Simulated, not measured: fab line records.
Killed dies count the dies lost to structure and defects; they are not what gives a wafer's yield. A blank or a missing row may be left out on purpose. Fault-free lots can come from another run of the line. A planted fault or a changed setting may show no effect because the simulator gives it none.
Comparing a struck lot with a sound one | flow sky130 | 14 out of 708 route steps
Sound: these wafers, L320.2, L320.3, L320.4. The struck wafers were L317.4, L317.5, L317.6. The cause is named last.
Each step with rows lists, per side, the tool, then ch with its chambers, then its first start. Under that, the readings that differ: sound wafers | struck wafers | difference of the means | sigmas: that difference in standard deviations of wafers without a fault.
alike: words and numbers the same on both sides, and readings whose means are apart by under 2 such deviations; not compared: readings that were withheld, readings missing a value for some wafer, numbers with overlapping values and no deviation given by the record, and bounds like >300 which may hide the same value.
The two part at a step that has a row with sigmas, a row that says differs or no value, or rows on one side only. Numbers that don't overlap but have no deviation are shown without sigmas and don't part them. Lack of a reading on every wafer of one side parts them only where that side has two or more wafers.

first, 1 step without rows for these wafers: SKY_VT_ADJUST_HVTP_DEVELOP_06 (develop time 60 s).
SKY_VT_ADJUST_HVTP_CD_MEAS_07: target cd 380 nm.
  struck on cd-sem-02, day 11 04:51; sound on cd-sem-01, day 11 15:39
  alike: cd-nm
SKY_VT_ADJUST_HVTP_OVL_MEAS_08:
  struck on overlay-02, day 11 04:56; sound on overlay-02, day 11 15:46
  alike: VT_ADJUST_HVTP_OVL
then, 1 step without rows for these wafers: SKY_VT_ADJUST_HVTP_IMPLANT_09.
SKY_VT_ADJUST_HVTP_STRIP_10: strips in O2/N2.
  sound on plasma-asher-02 ch 0,1, day 11 15:56; struck on plasma-asher-02 ch 0,1, day 11 05:08
  alike: chamber-pressure-mTorr, drypump-motor-current-A, oes-product-au, strip-time-to-endpoint-s
  not compared: rf-hours-counter-h
SKY_VT_ADJUST_HVTP_TW_MEAS_11:
  struck on film-metro-03, day 11 05:14; sound on film-metro-02, day 11 16:03
  alike: VT_ADJUST_HVTP_TW
then, 6 steps without rows for these wafers: SKY_VT_ADJUST_LVTN_DEHYDRATE_00 (time 60 s); SKY_VT_ADJUST_LVTN_HMDS_01 (prime time 60 s); SKY_VT_ADJUST_LVTN_COAT_02 (resist thk 3000 nm); SKY_VT_ADJUST_LVTN_SOFTBAKE_03; SKY_VT_ADJUST_LVTN_EXPOSE_04 (exposes mask NWM COMPLEMENT LESS NATIVE, target cd 840 nm); SKY_VT_ADJUST_LVTN_PEB_05.
SKY_VT_ADJUST_LVTN_DEVELOP_06: develop time 60 s.
  sound on litho-track-03 ch 0, day 12 16:00; struck on litho-track-03, day 12 04:00
  no value came back on the struck wafers for chill-plate-temp-C (C), develop-time-s (s); on the sound wafers chill-plate-temp-C (C) reads 23.08 23.05 23.12
SKY_VT_ADJUST_LVTN_OVL_MEAS_07:
  struck on overlay-02, day 12 04:33; sound on overlay-01, day 12 16:14
  reading                 | sound        | struck | difference                    | sigmas
  VT_ADJUST_LVTN_OVL (nm) | -0.8 0.0 0.1 | - - -  | no value on the struck wafers |

## WHERE THEY PART
First at SKY_VT_ADJUST_LVTN_DEVELOP_06; last, within this record, at SKY_VT_ADJUST_LVTN_OVL_MEAS_07.

WHY: the cause the simulator had injected
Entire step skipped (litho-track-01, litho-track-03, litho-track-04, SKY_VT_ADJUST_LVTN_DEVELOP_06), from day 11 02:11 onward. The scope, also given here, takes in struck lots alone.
